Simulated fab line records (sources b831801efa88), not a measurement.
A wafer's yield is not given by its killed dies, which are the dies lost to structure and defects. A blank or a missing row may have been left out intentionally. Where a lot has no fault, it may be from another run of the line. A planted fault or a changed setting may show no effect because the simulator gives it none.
fab line records :: flow sky130
[record]
  lots = 6
  wafers = 18
  last_day = 49
route steps=708 shown NWELL@63
lots untouched by any fault: they come from a run of this same line in which no faults occurred
start_h: hours from the record's opening day to when the first of the lot's shown wafers began :: wait_h: hours from the lot's prior step to this one :: " the same as in the row above :: L1.1+2: a single row standing in for several wafers :: - no value, or no start was given :: * or withheld: withheld :: < > ~ a bound
route shown NAME@n: a module of which the file shows steps, and the number in the route of the first :: usual: mean/standard deviation taken from wafers without a fault :: same: alike in all rows :: chamber/n: place in a boat :: sites: the reading at each site :: _std_site: standard deviation across them :: _edge_site: outer sites' mean less inner sites' :: radius_mm: how far each site lies from the wafer's centre :: mask NAME#n: copy n :: behind: tool/chamber where the wafer was last shaped :: hold: what put the lot on hold/how long, in hours/how the hold closed :: device: the n, p or np transistor that did not switch :: end of line: the same wafers' tests at the end of the route :: step lacking rows: just its recipe :: killed: dies that structure and defects cost at the first sort, which is not the same as the wafer's yield :: map: shows each die of a wafer: x if killed, . if not, _ if none is there
set.NAME: setting as actually run; set.NAME@STEP: the setting as run at that earlier step :: model.NAME: the simulator's own value behind a step, which no gauge read
lots at selected steps of the route; one table per step, one row per wafer
services: the hour from which a tool's chamber was out of use, counted from the record's first day as start_h (under 0 if before that day), plus the number of hours and why
[[steps]]
[step SKY_NWELL_OVL_MEAS_10]
[usual]
  NWELL_00_OVL = 0.2/1.3
lot.wafer: L901.1
tool: overlay-01
chamber: -
start_h: 109.70
wait_h: -
NWELL_00_OVL[nm]: 0.4

lot.wafer: L901.2
tool: overlay-01
chamber: -
start_h: 109.70
wait_h: -
NWELL_00_OVL[nm]: -0.6

lot.wafer: L901.3
tool: overlay-01
chamber: -
start_h: 109.70
wait_h: -
NWELL_00_OVL[nm]: 1.7

lot.wafer: L910.2
tool: overlay-01
chamber: -
start_h: 162.40
wait_h: -
NWELL_00_OVL[nm]: -1.2

lot.wafer: L910.4
tool: overlay-01
chamber: -
start_h: 162.40
wait_h: -
NWELL_00_OVL[nm]: 0.7

lot.wafer: L910.6
tool: overlay-01
chamber: -
start_h: 162.40
wait_h: -
NWELL_00_OVL[nm]: 0.0

lot.wafer: L911.1
tool: overlay-01
chamber: -
start_h: 167.81
wait_h: -
NWELL_00_OVL[nm]: 0.7

lot.wafer: L911.3
tool: overlay-01
chamber: -
start_h: 167.81
wait_h: -
NWELL_00_OVL[nm]: 2.9

lot.wafer: L911.6
tool: overlay-01
chamber: -
start_h: 167.81
wait_h: -
NWELL_00_OVL[nm]: 2.7

lot.wafer: L912.3
tool: overlay-01
chamber: -
start_h: 174.22
wait_h: -
NWELL_00_OVL[nm]: 0.0

lot.wafer: L912.5
tool: overlay-01
chamber: -
start_h: 174.22
wait_h: -
NWELL_00_OVL[nm]: 0.3

lot.wafer: L912.6
tool: overlay-01
chamber: -
start_h: 174.22
wait_h: -
NWELL_00_OVL[nm]: 0.7

lot.wafer: L913.2
tool: overlay-01
chamber: -
start_h: 186.01
wait_h: -
NWELL_00_OVL[nm]: 1.9

lot.wafer: L913.4
tool: overlay-01
chamber: -
start_h: 186.01
wait_h: -
NWELL_00_OVL[nm]: 1.1

lot.wafer: L913.5
tool: overlay-01
chamber: -
start_h: 186.01
wait_h: -
NWELL_00_OVL[nm]: 2.1

lot.wafer: L916.2
tool: overlay-02
chamber: -
start_h: 198.46
wait_h: -
NWELL_00_OVL[nm]: 1.5

lot.wafer: L916.5
tool: overlay-02
chamber: -
start_h: 198.46
wait_h: -
NWELL_00_OVL[nm]: 0.4

lot.wafer: L916.6
tool: overlay-02
chamber: -
start_h: 198.46
wait_h: -
NWELL_00_OVL[nm]: -0.5
[step SKY_NWELL_IMPLANT_11]
[recipe]
  species = P
  energy_kev = 400
  dose_cm2 = 1.9e+13
  tilt_deg = withheld
[step SKY_NWELL_IMPLANT_12]
[recipe]
  species = P
  energy_kev = 120
  dose_cm2 = 1.3e+12
  tilt_deg = withheld
[step SKY_NWELL_IMPLANT_13]
[recipe]
  species = P
  energy_kev = 50
  dose_cm2 = 7e+11
  tilt_deg = withheld
[step SKY_NWELL_STRIP_14]
[recipe]
  chemistry = O2/N2
  power_w = 1400
  pressure_mtorr = 1500
  platen_temp_c = withheld
  o2_flow_sccm = 3000
  n2_flow_sccm = 300
  overash_fraction = 0.5
[usual]
  drypump_motor_current_A = 5.9/0.47
  oes_product_au = 0.722/0.005
  strip_time_to_endpoint_s = 36.93/0.11
lot.wafer: L901.1
tool: plasma_asher-04
chamber: 1
start_h: 110.18
wait_h: 0.1
drypump_motor_current_A: 5.3
oes_product_au: 0.722
rf_hours_counter_h: 29
strip_time_to_endpoint_s: 37.08

lot.wafer: L901.2
tool: plasma_asher-04
chamber: 0
start_h: 110.18
wait_h: 0.1
drypump_motor_current_A: 6.0
oes_product_au: 0.721
rf_hours_counter_h: 29
strip_time_to_endpoint_s: 37.04

lot.wafer: L901.3
tool: plasma_asher-04
chamber: 1
start_h: 110.18
wait_h: 0.1
drypump_motor_current_A: 5.3
oes_product_au: 0.720
rf_hours_counter_h: -
strip_time_to_endpoint_s: 37.10

lot.wafer: L910.2
tool: plasma_asher-01
chamber: 1
start_h: 162.88
wait_h: 0.1
drypump_motor_current_A: 6.7
oes_product_au: 0.717
rf_hours_counter_h: 50
strip_time_to_endpoint_s: 36.83

lot.wafer: L910.4
tool: plasma_asher-01
chamber: 1
start_h: 162.88
wait_h: 0.1
drypump_motor_current_A: 6.7
oes_product_au: 0.725
rf_hours_counter_h: -
strip_time_to_endpoint_s: 36.90

lot.wafer: L910.6
tool: plasma_asher-01
chamber: 1
start_h: 162.88
wait_h: 0.1
drypump_motor_current_A: 6.7
oes_product_au: 0.726
rf_hours_counter_h: -
strip_time_to_endpoint_s: 37.02

lot.wafer: L911.1
tool: plasma_asher-04
chamber: 0
start_h: 168.29
wait_h: 0.1
drypump_motor_current_A: 6.0
oes_product_au: 0.723
rf_hours_counter_h: 35
strip_time_to_endpoint_s: 36.82

lot.wafer: L911.3
tool: plasma_asher-04
chamber: 1
start_h: 168.29
wait_h: 0.1
drypump_motor_current_A: 5.3
oes_product_au: 0.738
rf_hours_counter_h: -
strip_time_to_endpoint_s: 36.86

lot.wafer: L911.6
tool: plasma_asher-04
chamber: 1
start_h: 168.29
wait_h: 0.1
drypump_motor_current_A: 5.3
oes_product_au: 0.725
rf_hours_counter_h: -
strip_time_to_endpoint_s: 36.72

lot.wafer: L912.3
tool: plasma_asher-01
chamber: 1
start_h: 174.73
wait_h: 0.1
drypump_motor_current_A: 6.7
oes_product_au: 0.719
rf_hours_counter_h: -
strip_time_to_endpoint_s: 36.87

lot.wafer: L912.5
tool: plasma_asher-01
chamber: 0
start_h: 174.73
wait_h: 0.1
drypump_motor_current_A: 6.2
oes_product_au: 0.717
rf_hours_counter_h: -
strip_time_to_endpoint_s: 36.89

lot.wafer: L912.6
tool: plasma_asher-01
chamber: 1
start_h: 174.73
wait_h: 0.1
drypump_motor_current_A: 6.7
oes_product_au: 0.725
rf_hours_counter_h: -
strip_time_to_endpoint_s: 36.90

lot.wafer: L913.2
tool: plasma_asher-01
chamber: 1
start_h: 186.49
wait_h: 0.1
drypump_motor_current_A: 6.7
oes_product_au: 0.725
rf_hours_counter_h: 52
strip_time_to_endpoint_s: 37.06

lot.wafer: L913.4
tool: plasma_asher-01
chamber: 1
start_h: 186.49
wait_h: 0.1
drypump_motor_current_A: 6.7
oes_product_au: 0.712
rf_hours_counter_h: -
strip_time_to_endpoint_s: 36.96

lot.wafer: L913.5
tool: plasma_asher-01
chamber: 0
start_h: 186.49
wait_h: 0.1
drypump_motor_current_A: 6.1
oes_product_au: 0.718
rf_hours_counter_h: -
strip_time_to_endpoint_s: 37.00

lot.wafer: L916.2
tool: plasma_asher-04
chamber: 1
start_h: 198.94
wait_h: 0.1
drypump_motor_current_A: 5.3
oes_product_au: 0.716
rf_hours_counter_h: 38
strip_time_to_endpoint_s: 37.07

lot.wafer: L916.5
tool: plasma_asher-04
chamber: 1
start_h: 198.94
wait_h: 0.1
drypump_motor_current_A: 5.3
oes_product_au: 0.717
rf_hours_counter_h: -
strip_time_to_endpoint_s: 37.00

lot.wafer: L916.6
tool: plasma_asher-04
chamber: 0
start_h: 198.94
wait_h: 0.1
drypump_motor_current_A: 6.0
oes_product_au: 0.718
rf_hours_counter_h: -
strip_time_to_endpoint_s: 36.96
[step SKY_NWELL_TW_MEAS_15]
[usual]
  NWELL_TW = 1806/12
lot.wafer: L901.1
tool: film_metro-02
chamber: -
start_h: 110.28
wait_h: 0.1
NWELL_TW: 1792

lot.wafer: L901.2
tool: film_metro-02
chamber: -
start_h: 110.28
wait_h: 0.1
NWELL_TW: 1789

lot.wafer: L901.3
tool: film_metro-02
chamber: -
start_h: 110.28
wait_h: 0.1
NWELL_TW: 1803

lot.wafer: L910.2
tool: film_metro-02
chamber: -
start_h: 162.99
wait_h: 0.1
NWELL_TW: 1810

lot.wafer: L910.4
tool: film_metro-02
chamber: -
start_h: 162.99
wait_h: 0.1
NWELL_TW: 1800

lot.wafer: L910.6
tool: film_metro-02
chamber: -
start_h: 162.99
wait_h: 0.1
NWELL_TW: 1809

lot.wafer: L911.1
tool: film_metro-01
chamber: -
start_h: 168.39
wait_h: 0.1
NWELL_TW: 1792

lot.wafer: L911.3
tool: film_metro-01
chamber: -
start_h: 168.39
wait_h: 0.1
NWELL_TW: 1790

lot.wafer: L911.6
tool: film_metro-01
chamber: -
start_h: 168.39
wait_h: 0.1
NWELL_TW: 1796

lot.wafer: L912.3
tool: film_metro-01
chamber: -
start_h: 174.81
wait_h: 0.1
NWELL_TW: 1804

lot.wafer: L912.5
tool: film_metro-01
chamber: -
start_h: 174.81
wait_h: 0.1
NWELL_TW: 1807

lot.wafer: L912.6
tool: film_metro-01
chamber: -
start_h: 174.81
wait_h: 0.1
NWELL_TW: 1791

lot.wafer: L913.2
tool: film_metro-01
chamber: -
start_h: 186.60
wait_h: 0.1
NWELL_TW: 1805

lot.wafer: L913.4
tool: film_metro-01
chamber: -
start_h: 186.60
wait_h: 0.1
NWELL_TW: 1807

lot.wafer: L913.5
tool: film_metro-01
chamber: -
start_h: 186.60
wait_h: 0.1
NWELL_TW: 1805

lot.wafer: L916.2
tool: film_metro-02
chamber: -
start_h: 199.05
wait_h: 0.1
NWELL_TW: 1802

lot.wafer: L916.5
tool: film_metro-02
chamber: -
start_h: 199.05
wait_h: 0.1
NWELL_TW: 1803

lot.wafer: L916.6
tool: film_metro-02
chamber: -
start_h: 199.05
wait_h: 0.1
NWELL_TW: 1803
[step SKY_NWELL_DEHYDRATE_16]
[recipe]
  temp_c = 200
  time_s = 60
[step SKY_NWELL_HMDS_17]
[recipe]
  prime_time_s = 60
  prime_temp_c = 120
[step SKY_NWELL_COAT_18]
[recipe]
  spin_rpm = 2000
  resist_thk_nm = 3000
[step SKY_NWELL_SOFTBAKE_19]
[recipe]
  temp_c = 110
  time_s = withheld
[step SKY_NWELL_EXPOSE_20]
[recipe]
  mask_id = NWM_COMPLEMENT
  na = 0.6
  source_shape = conventional
  sigma_outer = 0.6
  polarization = unpolarized
  target_cd_nm = 840
  dose_mj = 260
[step SKY_NWELL_PEB_21]
[recipe]
  temp_c = 115
  time_s = withheld
[step SKY_NWELL_DEVELOP_22]
[recipe]
  wall_angle_deg = 90
  developer = TMAH
  develop_time_s = 60
  dev_temp_c = 23
[usual]
  chill_plate_temp_C = 22.99/0.11
  develop_time_s = 60/0
lot.wafer: L901.1
tool: litho_track-01
chamber: 0
start_h: 128
wait_h: -
chill_plate_temp_C: 22.92
develop_time_s: 60

lot.wafer: L901.2
tool: litho_track-01
chamber: 0
start_h: 128
wait_h: -
chill_plate_temp_C: 22.95
develop_time_s: 60

lot.wafer: L901.3
tool: litho_track-01
chamber: 0
start_h: 128
wait_h: -
chill_plate_temp_C: 22.96
develop_time_s: 60

lot.wafer: L910.2
tool: litho_track-02
chamber: -
start_h: 183
wait_h: -
chill_plate_temp_C: -
develop_time_s: -

lot.wafer: L910.4
tool: litho_track-02
chamber: -
start_h: 183
wait_h: -
chill_plate_temp_C: -
develop_time_s: -

lot.wafer: L910.6
tool: litho_track-02
chamber: -
start_h: 183
wait_h: -
chill_plate_temp_C: -
develop_time_s: -

lot.wafer: L911.1
tool: litho_track-03
chamber: -
start_h: 188
wait_h: -
chill_plate_temp_C: -
develop_time_s: -

lot.wafer: L911.3
tool: litho_track-03
chamber: -
start_h: 188
wait_h: -
chill_plate_temp_C: -
develop_time_s: -

lot.wafer: L911.6
tool: litho_track-03
chamber: -
start_h: 188
wait_h: -
chill_plate_temp_C: -
develop_time_s: -

lot.wafer: L912.3
tool: litho_track-02
chamber: 0
start_h: 195
wait_h: -
chill_plate_temp_C: 22.89
develop_time_s: 60

lot.wafer: L912.5
tool: litho_track-02
chamber: 0
start_h: 195
wait_h: -
chill_plate_temp_C: 22.90
develop_time_s: 60

lot.wafer: L912.6
tool: litho_track-02
chamber: 0
start_h: 195
wait_h: -
chill_plate_temp_C: 22.96
develop_time_s: 60

lot.wafer: L913.2
tool: litho_track-01
chamber: 0
start_h: 208
wait_h: -
chill_plate_temp_C: 22.99
develop_time_s: 60

lot.wafer: L913.4
tool: litho_track-01
chamber: 0
start_h: 208
wait_h: -
chill_plate_temp_C: 23.11
develop_time_s: 60

lot.wafer: L913.5
tool: litho_track-01
chamber: 0
start_h: 208
wait_h: -
chill_plate_temp_C: 22.93
develop_time_s: 60

lot.wafer: L916.2
tool: litho_track-02
chamber: 0
start_h: 220
wait_h: -
chill_plate_temp_C: 22.93
develop_time_s: 60

lot.wafer: L916.5
tool: litho_track-02
chamber: 0
start_h: 220
wait_h: -
chill_plate_temp_C: 23.07
develop_time_s: 60

lot.wafer: L916.6
tool: litho_track-02
chamber: 0
start_h: 220
wait_h: -
chill_plate_temp_C: 23.13
develop_time_s: 60
[step SKY_NWELL_OVL_MEAS_23]
[usual]
  NWELL_01_OVL = -0.4/1.4
lot.wafer: L901.1
tool: overlay-01
chamber: -
start_h: 128.51
wait_h: -
NWELL_01_OVL[nm]: 1.8

lot.wafer: L901.2
tool: overlay-01
chamber: -
start_h: 128.51
wait_h: -
NWELL_01_OVL[nm]: 1.2

lot.wafer: L901.3
tool: overlay-01
chamber: -
start_h: 128.51
wait_h: -
NWELL_01_OVL[nm]: 0.8

lot.wafer: L910.2
tool: overlay-01
chamber: -
start_h: 183.36
wait_h: -
NWELL_01_OVL[nm]: -

lot.wafer: L910.4
tool: overlay-01
chamber: -
start_h: 183.36
wait_h: -
NWELL_01_OVL[nm]: -

lot.wafer: L910.6
tool: overlay-01
chamber: -
start_h: 183.36
wait_h: -
NWELL_01_OVL[nm]: -

lot.wafer: L911.1
tool: overlay-02
chamber: -
start_h: 188.95
wait_h: -
NWELL_01_OVL[nm]: -

lot.wafer: L911.3
tool: overlay-02
chamber: -
start_h: 188.95
wait_h: -
NWELL_01_OVL[nm]: -

lot.wafer: L911.6
tool: overlay-02
chamber: -
start_h: 188.95
wait_h: -
NWELL_01_OVL[nm]: -

lot.wafer: L912.3
tool: overlay-01
chamber: -
start_h: 195.96
wait_h: -
NWELL_01_OVL[nm]: -2.0

lot.wafer: L912.5
tool: overlay-01
chamber: -
start_h: 195.96
wait_h: -
NWELL_01_OVL[nm]: -3.7

lot.wafer: L912.6
tool: overlay-01
chamber: -
start_h: 195.96
wait_h: -
NWELL_01_OVL[nm]: -1.9

lot.wafer: L913.2
tool: overlay-01
chamber: -
start_h: 208.31
wait_h: -
NWELL_01_OVL[nm]: 0.2

lot.wafer: L913.4
tool: overlay-01
chamber: -
start_h: 208.31
wait_h: -
NWELL_01_OVL[nm]: 0.0

lot.wafer: L913.5
tool: overlay-01
chamber: -
start_h: 208.31
wait_h: -
NWELL_01_OVL[nm]: 1.7

lot.wafer: L916.2
tool: overlay-01
chamber: -
start_h: 220.96
wait_h: -
NWELL_01_OVL[nm]: -2.4

lot.wafer: L916.5
tool: overlay-01
chamber: -
start_h: 220.96
wait_h: -
NWELL_01_OVL[nm]: -1.2

lot.wafer: L916.6
tool: overlay-01
chamber: -
start_h: 220.96
wait_h: -
NWELL_01_OVL[nm]: -3.0
[[services]]
tool: litho_track-03
chamber: -
start_h: 204.08
hours: -
kind: consumable_replace:filter
[[key]]
[first_sign]
  step = SKY_NWELL_DEVELOP_22
  reading = tool_record
  direction = missing
effect none on later readings
met_at SKY_NWELL_DEVELOP_22
struck_wafers L910.2,L910.4,L910.6,L911.1,L911.3,L911.6
sort_left_out L910.2,L910.4,L910.6,L911.1,L911.3,L911.6
tester_left_out L910,L911
[fault]
  kind = skipped_step_whole
  tool = litho_track-02,litho_track-03
  chamber = -
  onset_h = 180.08
  steps = SKY_NWELL_DEVELOP_22
  scope = struck_lots_only
// tester_left_out: of these lots the tester's yield and bins aren't shown, on N5 and GAA mostly nor the transistor test; their killed dies are dies lost to structure and defects alone, not to doping, threshold or leakage, so they don't give the yield
// sort_left_out: the simulated sort isn't trusted on such a fault, so these wafers' sort isn't shown, and their yield isn't known
